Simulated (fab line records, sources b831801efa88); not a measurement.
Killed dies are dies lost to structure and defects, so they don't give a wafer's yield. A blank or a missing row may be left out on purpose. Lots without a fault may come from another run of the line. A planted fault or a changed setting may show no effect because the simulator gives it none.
Problem report in the 8D (eight disciplines) form, filled by code | flow sky130 | the parts of the form that need people (team, actions taken, sign-off) are left out

1. THE PROBLEM
run_length_s at SKY_LI_CONTACT_ETCH_14 reads a mean of 37.7 s on 3 wafers of 2 lots; wafers without a fault read 74.1 s with a standard deviation of 0.46. That is -79 standard deviations from the usual mean.
The step: etches BARC in N2/H2, stops on SiO2, time 45.9 s, target depth 60 nm.
First seen on wafer L174.2, day 33 21:39, on rie_diel-01. The record holds 40 wafers of 14 lots with a number at this step. Rule for "out", or "out of limits": more than 4 standard deviations from the usual mean. The other wafers with a number count as sound.

2. WHAT IT IS AND WHAT IT IS NOT
question                    | is                           | is not
which readings at this step | run_length_s, oes_product_au | drypump_motor_current_A, throttle_valve_pct
which lots                  | L174, L175                   | L160, L161, L162, L163, L164, L165, L166, L167, L176, L177, L180, L183
which wafers of those lots  | L174.2, L175.2, L175.6       | L174.5
read on which tools         | rie_diel-01                  | rie_diel-02, rie_diel-03
when                        | from day 33 21:39            | up to then (25 sound wafers); but 12 sound wafers of L176, L177, L180, L183 came after

3. SUSPECTS, AND WHAT RULES EACH OUT
Counting: a tool at a process step up to the reading stays a suspect if it ran every lot that is out. Sound lots after the first of them don't rule it out here, since some wafers of a struck lot are sound.
- rie_diel-01 at SKY_LI_CONTACT_ETCH_14 (etches BARC in N2/H2, stops on SiO2, time 45.9 s, target depth 60 nm): kept. It ran every lot that is out, first L174 (day 33 21:39); its last sound lot up to then is L165 (day 30 16:27). Its own readings are out on those wafers: oes_product_au, run_length_s.
Left after counting: rie_diel-01 at SKY_LI_CONTACT_ETCH_14.

4. THE CAUSE (what the simulator had put in)
Process parameter drift: rie_diel-01, from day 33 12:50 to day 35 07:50, at SKY_LI_CONTACT_ETCH_14. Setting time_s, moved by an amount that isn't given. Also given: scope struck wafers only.
Counting left only this tool.

5. THE CHAIN OF EFFECTS, in route order
Each row: a reading whose mean over the struck wafers that have a number lies more than 3 standard deviations from the usual. Only readings for which the record gives a usual standard deviation are gone through. hours: the time from each lot's start at the first step in this table that gives one to its start at this step, as a median over the lots. sigmas: the change in usual standard deviations.
hours | step                    | reading                  | usual      | on struck wafers | change | sigmas
0     | SKY_LI_CONTACT_ETCH_14  | oes_product_au           | 0.855 a.u. | 0.999            | +0.144 | +31
0     | SKY_LI_CONTACT_ETCH_14  | run_length_s             | 74.1 s     | 37.7             | -36.4  | -79
0     | SKY_LI_CONTACT_STRIP_16 | strip_time_to_endpoint_s | 3.49 s     | 3.85             | +0.36  | +10
The process steps in it:
- SKY_LI_CONTACT_ETCH_14: etches BARC in N2/H2, stops on SiO2, time 45.9 s, target depth 60 nm.
- SKY_LI_CONTACT_STRIP_16: strips in O2/N2.

6. WHAT WOULD HAVE CAUGHT IT SOONER
In this record the first reading out of limits was taken at day 33 21:39, 9 hours after the fault began at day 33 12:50.
